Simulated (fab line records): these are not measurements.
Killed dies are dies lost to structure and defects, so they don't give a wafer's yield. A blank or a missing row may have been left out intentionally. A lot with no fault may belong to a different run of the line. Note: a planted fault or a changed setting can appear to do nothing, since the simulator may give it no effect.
Comparing a struck lot with a sound one || flow gf180mcu || 15 out of 602 route steps
Sound: these wafers, L237.4, L237.5, L237.6. Struck: wafer L243.1 (left out: L243.2, L243.4 of the same lot, which were not struck); the cause appears at the end.
Per side, at each step with rows, come the tool, then ch with its chambers, and then its first start. Under that, the readings that differ: sound wafers || struck wafers || difference of the means || sigmas: that difference in standard deviations of wafers without a fault.
alike: words and numbers the same on both sides, and readings whose means are apart by under 2 such deviations; not compared: readings that were withheld, readings missing a value for some wafer, numbers with overlapping values and no deviation given by the record, and bounds like >300 which may hide the same value.
Wherever a step has rows on one side only, a row that says differs or no value, or a row with sigmas, the two part there. Numbers that don't overlap but have no deviation are shown without sigmas and don't part them. Lack of a reading on every wafer of one side parts them only where that side has two or more wafers.

first, 5 steps without rows for these wafers: GF_V4_COAT_09 (resist thk 1000 nm); GF_V4_SOFTBAKE_10 (time 60 s); GF_V4_EXPOSE_11 (exposes mask Via4, target cd 260 nm); GF_V4_PEB_12 (peb time 90 s); GF_V4_DEVELOP_13 (develop time 60 s).
GF_V4_CD_MEAS_14: target cd 260 nm.
  sound on cd sem-01 at day 29 19:02; struck on cd sem-01 at day 31 11:06
  alike: cd nm
GF_V4_OVL_MEAS_15:
  sound on overlay-01 at day 29 19:07; struck on overlay-02 at day 31 11:13
  alike: V4_OVL
GF_V4_ETCH_16: etches BARC in N2/H2.
  sound on rie diel-01 ch 1,2,3, day 29 19:08; struck on rie diel-01 ch 3, day 31 11:16
  alike: drypump motor current A, h2 flow sccm, n2 flow sccm, oes product au, throttle valve pct
GF_V4_ETCH_17: etches SiO2 in C4F8/O2/Ar, stops on TiN, target depth 630 nm.
  sound: rie diel-01 ch 1,2,3; struck: rie diel-01 ch 3
  alike: oes product au
GF_V4_STRIP_18: strips in O2/N2.
  sound on plasma asher-02 ch 0,1, day 29 19:18; struck on plasma asher-02 ch 1, day 31 11:23
{"reading": "rf hours counter h (h)", "sound": "- - -", "struck": 60, "difference": "no value on the sound wafers", "sigmas": ""}
  alike: drypump motor current A, heater power w, n2 flow sccm, oes product au, platen temp c
then, 2 steps without rows for these wafers: GF_V4_STRIP_19 (strips in post etch residue remover, time 1200 s); GF_V4_CLEAN_20 (cleans in DIW).
GF_V4_SPUTTER_21: material Ti, target thk 15 nm, time 80.02 s.
  sound on pvd sputter-04 at day 29 19:50; struck on pvd sputter-02 at day 31 11:55
{"reading": "model.Ti_of_V4_SPUTTER_21.thk nm (nm)", "sound": "14.92 14.96 14.91", "struck": 18.05, "difference": "+3.12", "sigmas": ""}
  alike: throttle valve pct
GF_V4_SPUTTER_22: material TiN, target thk 10 nm, time 40 s.
  sound on pvd sputter-04 at day 29 19:54; struck on pvd sputter-02 at day 31 11:59
  alike: throttle valve pct
GF_PASSIVATION_PROBE_99:
  the record has rows for the sound wafers here (prober-02, day 33 19:40) and none for the struck ones

## WHERE THEY PART
First at GF_V4_STRIP_18; last, within this record, at GF_PASSIVATION_PROBE_99.

WHY: the cause the simulator had injected
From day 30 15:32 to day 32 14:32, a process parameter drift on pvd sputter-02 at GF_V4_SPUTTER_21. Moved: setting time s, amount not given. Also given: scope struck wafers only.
